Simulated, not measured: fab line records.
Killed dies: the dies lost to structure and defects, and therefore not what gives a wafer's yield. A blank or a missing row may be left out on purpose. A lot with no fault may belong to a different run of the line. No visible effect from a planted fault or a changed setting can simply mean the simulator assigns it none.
What tool caused it? :: flow gf180mcu :: 36 wafers from 12 lots sampled at 6 of the route's 602 steps

WHAT THE GAUGES READ, wafer by wafer
GF_HV_LDD_OVL_MEAS_20. Usual: for HV_LDD_01_OVL the level is 0.7 nm and the standard deviation is 1.6.
lot: L300
measured: day 10 20:49
on: overlay-01
HV_LDD_01_OVL (nm): -0.7 1.3 -1.0
flag: 

lot: L301
measured: day 11 04:07
on: overlay-02
HV_LDD_01_OVL (nm): 3.2 2.4 3.6
flag: 

lot: L302
measured: day 11 13:10
on: overlay-01
HV_LDD_01_OVL (nm): -1.2 -0.8 -2.5
flag: 

lot: L303
measured: day 11 16:32
on: overlay-01
HV_LDD_01_OVL (nm): -2.7 0.4 0.1
flag: 

lot: L304
measured: day 12 05:08
on: overlay-01
HV_LDD_01_OVL (nm): -1.0 -1.4 -1.4
flag: 

lot: L306
measured: day 12 16:46
on: overlay-02
HV_LDD_01_OVL (nm): 1.3 1.4 2.0
flag: 

lot: L315
measured: day 15 13:05
on: overlay-02
HV_LDD_01_OVL (nm): 2.7 3.8 2.8
flag: 

lot: L317
measured: day 16 03:16
on: overlay-01
HV_LDD_01_OVL (nm): 0.6 -1.1 -0.1
flag: 

lot: L318
measured: day 16 13:33
on: overlay-02
HV_LDD_01_OVL (nm): 2.8 -0.3 0.7
flag: 

lot: L320
measured: day 17 02:39
on: overlay-02
HV_LDD_01_OVL (nm): 0.7 1.8 1.6
flag: 

lot: L321
measured: day 17 12:02
on: overlay-01
HV_LDD_01_OVL (nm): -0.8 -0.3 -0.6
flag: 

lot: L323
measured: day 18 02:31
on: overlay-02
HV_LDD_01_OVL (nm): 1.9 3.8 2.4
flag: 

GF_HV_LDD_TW_MEAS_38. Usual: for HV_LDD_3_TW the level is 1430 and the standard deviation is 8.
lot: L300
measured: day 11 16:31
on: film metro-01
HV_LDD_3_TW: 1418 1410 1424
flag: 

lot: L301
measured: day 11 23:37
on: film metro-03
HV_LDD_3_TW: 1433 1432 1440
flag: 

lot: L302
measured: day 12 09:15
on: film metro-01
HV_LDD_3_TW: 1428 1424 1424
flag: 

lot: L303
measured: day 12 13:38
on: film metro-04
HV_LDD_3_TW: 1543 1535 1544
flag: OFF

lot: L304
measured: day 13 01:34
on: film metro-04
HV_LDD_3_TW: 1428 1441 1437
flag: 

lot: L306
measured: day 13 14:26
on: film metro-03
HV_LDD_3_TW: 1542 1553 1547
flag: OFF

lot: L315
measured: day 16 11:51
on: film metro-01
HV_LDD_3_TW: 1426 1430 1413
flag: 

lot: L317
measured: day 17 02:38
on: film metro-04
HV_LDD_3_TW: 1431 1431 1432
flag: 

lot: L318
measured: day 17 13:41
on: film metro-03
HV_LDD_3_TW: 1427 1429 1433
flag: 

lot: L320
measured: day 18 03:23
on: film metro-03
HV_LDD_3_TW: 1434 1434 1423
flag: 

lot: L321
measured: day 18 12:33
on: film metro-04
HV_LDD_3_TW: 1431 1439 1430
flag: 

lot: L323
measured: day 19 03:20
on: film metro-04
HV_LDD_3_TW: 1435 1448 1436
flag: 

GF_HV_LDD_CD_MEAS_46: target cd 400 nm. Usual: cd nm at 399.4 nm, with a standard deviation of 2.3.
lot: L300
measured: day 12 12:16
on: cd sem-02
cd nm (nm): 397.8 398.6 400.5
flag: 

lot: L301
measured: day 12 18:32
on: cd sem-01
cd nm (nm): 395.6 396.5 396.3
flag: 

lot: L302
measured: day 13 04:41
on: cd sem-01
cd nm (nm): 399.5 398.4 399.7
flag: 

lot: L303
measured: day 13 08:38
on: cd sem-02
cd nm (nm): 398.0 399.9 398.7
flag: 

lot: L304
measured: day 13 21:07
on: cd sem-01
cd nm (nm): 397.5 397.3 397.8
flag: 

lot: L306
measured: day 14 10:37
on: cd sem-01
cd nm (nm): 400.4 401.9 402.5
flag: 

lot: L315
measured: day 17 10:29
on: cd sem-01
cd nm (nm): 397.8 398.0 396.8
flag: 

lot: L317
measured: day 18 02:07
on: cd sem-01
cd nm (nm): 393.3 394.8 395.6
flag: 

lot: L318
measured: day 18 12:56
on: cd sem-02
cd nm (nm): 396.4 396.9 399.1
flag: 

lot: L320
measured: day 19 03:28
on: cd sem-01
cd nm (nm): 401.2 398.8 400.4
flag: 

lot: L321
measured: day 19 13:02
on: cd sem-01
cd nm (nm): 401.1 400.7 400.4
flag: 

lot: L323
measured: day 20 02:50
on: cd sem-02
cd nm (nm): 402.6 399.7 401.9
flag: 

GF_HV_LDD_RS_MEAS_53: uses a four-point probe to measure. Usual: for HV_LDD_RS the level is 418.3 ohm/sq and the standard deviation is 0.95.
lot: L300
measured: day 12 12:50
on: film metro-04
HV_LDD_RS (ohm/sq): 418.1 418.0 418.9
flag: 

lot: L301
measured: day 12 19:07
on: film metro-01
HV_LDD_RS (ohm/sq): 418.3 418.1 418.7
flag: 

lot: L302
measured: day 13 05:17
on: film metro-04
HV_LDD_RS (ohm/sq): 417.7 417.8 417.4
flag: 

lot: L303
measured: day 13 09:14
on: film metro-03
HV_LDD_RS (ohm/sq): 399.3 397.5 399.3
flag: OFF

lot: L304
measured: day 13 21:43
on: film metro-04
HV_LDD_RS (ohm/sq): 419.7 419.2 420.3
flag: 

lot: L306
measured: day 14 11:13
on: film metro-04
HV_LDD_RS (ohm/sq): 400.7 400.1 399.5
flag: OFF

lot: L315
measured: day 17 11:04
on: film metro-04
HV_LDD_RS (ohm/sq): 418.8 418.4 418.9
flag: 

lot: L317
measured: day 18 02:41
on: film metro-03
HV_LDD_RS (ohm/sq): 417.5 417.6 418.4
flag: 

lot: L318
measured: day 18 13:31
on: film metro-04
HV_LDD_RS (ohm/sq): 419.9 419.2 419.3
flag: 

lot: L320
measured: day 19 04:03
on: film metro-04
HV_LDD_RS (ohm/sq): 417.2 417.0 417.1
flag: 

lot: L321
measured: day 19 13:37
on: film metro-01
HV_LDD_RS (ohm/sq): 419.1 420.0 418.9
flag: 

lot: L323
measured: day 20 03:25
on: film metro-04
HV_LDD_RS (ohm/sq): 416.9 417.6 417.0
flag: 

WHAT TOOL EACH LOT RAN ON (gives the tool, then ch and the chambers of the sampled wafers, and finally the start)
lot: L300
GF_HV_LDD_STRIP_10: plasma asher-01 ch 0,1, day 10 03:26
GF_HV_LDD_IMPLANT_36: implanter-04 ch 0, day 11 16:16

lot: L301
GF_HV_LDD_STRIP_10: plasma asher-04 ch 0,1, day 10 09:49
GF_HV_LDD_IMPLANT_36: implanter-01 ch 0, day 11 23:23

lot: L302
GF_HV_LDD_STRIP_10: plasma asher-04 ch 0,1, day 10 17:08
GF_HV_LDD_IMPLANT_36: implanter-04 ch 0, day 12 09:01

lot: L303
GF_HV_LDD_STRIP_10: plasma asher-01 ch 0,1, day 10 21:38
GF_HV_LDD_IMPLANT_36: implanter-01 ch 0, day 12 13:04

lot: L304
GF_HV_LDD_STRIP_10: plasma asher-01 ch 0,1, day 11 09:47
GF_HV_LDD_IMPLANT_36: implanter-04 ch 0, day 13 01:20

lot: L306
GF_HV_LDD_STRIP_10: plasma asher-01 ch 0,1, day 11 21:13
GF_HV_LDD_IMPLANT_36: implanter-01 ch 0, day 13 13:54

lot: L315
GF_HV_LDD_STRIP_10: plasma asher-04 ch 0,1, day 14 15:44
GF_HV_LDD_IMPLANT_36: implanter-02 ch 0, day 16 11:36

lot: L317
GF_HV_LDD_STRIP_10: plasma asher-03 ch 1, day 15 05:09
GF_HV_LDD_IMPLANT_36: implanter-01 ch 0, day 17 02:23

lot: L318
GF_HV_LDD_STRIP_10: plasma asher-03 ch 0,1, day 15 15:15
GF_HV_LDD_IMPLANT_36: implanter-04 ch 0, day 17 13:26

lot: L320
GF_HV_LDD_STRIP_10: plasma asher-04 ch 0,1, day 16 04:06
GF_HV_LDD_IMPLANT_36: implanter-01 ch 0, day 18 03:08

lot: L321
GF_HV_LDD_STRIP_10: plasma asher-04 ch 0,1, day 16 12:56
GF_HV_LDD_IMPLANT_36: implanter-01 ch 0, day 18 12:18

lot: L323
GF_HV_LDD_STRIP_10: plasma asher-03 ch 0,1, day 17 02:40
GF_HV_LDD_IMPLANT_36: implanter-01 ch 0, day 19 03:05
- GF_HV_LDD_STRIP_10: strips in O2/N2.
- GF_HV_LDD_IMPLANT_36

WHAT THE TOOLS THEMSELVES READ (means of the sampled wafers that have a number; where no wafer has one, the mark that the record gives instead)
GF_HV_LDD_STRIP_10. Usual: drypump motor current A 5.9 A, standard deviation 0.56; heater power w 324 W, standard deviation 26; oes product au 0.716 a.u., standard deviation 0.0046; strip time to endpoint s 12.65 s, standard deviation 0.033.
lot: L300
tool: plasma asher-01
drypump motor current A (A): 6.2
heater power w (W): 316
oes product au (a.u.): 0.717
strip time to endpoint s (s): 12.69
flag: 

lot: L301
tool: plasma asher-04
drypump motor current A (A): 5.7
heater power w (W): 356
oes product au (a.u.): 0.717
strip time to endpoint s (s): 12.65
flag: 

lot: L302
tool: plasma asher-04
drypump motor current A (A): 5.8
heater power w (W): 358
oes product au (a.u.): 0.717
strip time to endpoint s (s): 12.62
flag: 

lot: L303
tool: plasma asher-01
drypump motor current A (A): 6.1
heater power w (W): 306
oes product au (a.u.): 0.712
strip time to endpoint s (s): 12.62
flag: 

lot: L304
tool: plasma asher-01
drypump motor current A (A): 6.1
heater power w (W): 302
oes product au (a.u.): 0.714
strip time to endpoint s (s): 12.64
flag: 

lot: L306
tool: plasma asher-01
drypump motor current A (A): 6.2
heater power w (W): 318
oes product au (a.u.): 0.720
strip time to endpoint s (s): 12.66
flag: 

lot: L315
tool: plasma asher-04
drypump motor current A (A): 5.7
heater power w (W): 336
oes product au (a.u.): 0.719
strip time to endpoint s (s): 12.63
flag: 

lot: L317
tool: plasma asher-03
drypump motor current A (A): 5.0
heater power w (W): 313
oes product au (a.u.): 0.718
strip time to endpoint s (s): 12.68
flag: 

lot: L318
tool: plasma asher-03
drypump motor current A (A): 5.6
heater power w (W): 317
oes product au (a.u.): 0.716
strip time to endpoint s (s): 12.59
flag: 

lot: L320
tool: plasma asher-04
drypump motor current A (A): 5.7
heater power w (W): 360
oes product au (a.u.): 0.717
strip time to endpoint s (s): 12.69
flag: 

lot: L321
tool: plasma asher-04
drypump motor current A (A): 5.7
heater power w (W): 337
oes product au (a.u.): 0.715
strip time to endpoint s (s): 12.63
flag: 

lot: L323
tool: plasma asher-03
drypump motor current A (A): 5.6
heater power w (W): 315
oes product au (a.u.): 0.714
strip time to endpoint s (s): 12.68
flag: 

GF_HV_LDD_IMPLANT_36. Usual: beam energy keV 60.002, standard deviation 0.016; end station pressure torr 5.07e-06 Torr, standard deviation 3e-07.
lot: L300
tool: implanter-04
beam energy keV: 60.000
end station pressure torr (Torr): 5.22e-06
flag: 

lot: L301
tool: implanter-01
beam energy keV: 60.000
end station pressure torr (Torr): 5.31e-06
flag: 

lot: L302
tool: implanter-04
beam energy keV: 59.995
end station pressure torr (Torr): 5.28e-06
flag: 

lot: L303
tool: implanter-01
beam energy keV: 59.997
end station pressure torr (Torr): 5.25e-06
flag: 

lot: L304
tool: implanter-04
beam energy keV: 59.993
end station pressure torr (Torr): 5.17e-06
flag: 

lot: L306
tool: implanter-01
beam energy keV: 60.005
end station pressure torr (Torr): 5.00e-06
flag: 

lot: L315
tool: implanter-02
beam energy keV: 60.007
end station pressure torr (Torr): 5.08e-06
flag: 

lot: L317
tool: implanter-01
beam energy keV: 60.011
end station pressure torr (Torr): 5.00e-06
flag: 

lot: L318
tool: implanter-04
beam energy keV: 60.003
end station pressure torr (Torr): 4.93e-06
flag: 

lot: L320
tool: implanter-01
beam energy keV: 59.994
end station pressure torr (Torr): 5.16e-06
flag: 

lot: L321
tool: implanter-01
beam energy keV: 60.021
end station pressure torr (Torr): 5.15e-06
flag: 

lot: L323
tool: implanter-01
beam energy keV: 60.025
end station pressure torr (Torr): 5.27e-06
flag: 

THE ANSWER, worked out from the rows above alone
Rule: take the mean of a lot's wafers that have a number; if it is more than 3 standard deviations from the usual mean, the lot is off. Also off: a lot with no number at a reading for which 4 or more lots have one. Where the step has rows for the other lots, those lots are counted as sound. Order of review: gauges by route order, followed by the tools' own readings, for which a lot's mean as printed above is used. The first step at which some lot is off is used, and at that step the reading that is off furthest; a lot without a number counts as furthest.
Off: at GF_HV_LDD_TW_MEAS_38 (HV_LDD_3_TW), L303, L306.
A tool fits if, at a process step before that reading, it ran every lot that is off, and no sound lot after the first of them. The gauges at GF_HV_LDD_TW_MEAS_38 are tried like those tools. None of those tried fits.

WHAT THE SIMULATOR HAD INSERTED
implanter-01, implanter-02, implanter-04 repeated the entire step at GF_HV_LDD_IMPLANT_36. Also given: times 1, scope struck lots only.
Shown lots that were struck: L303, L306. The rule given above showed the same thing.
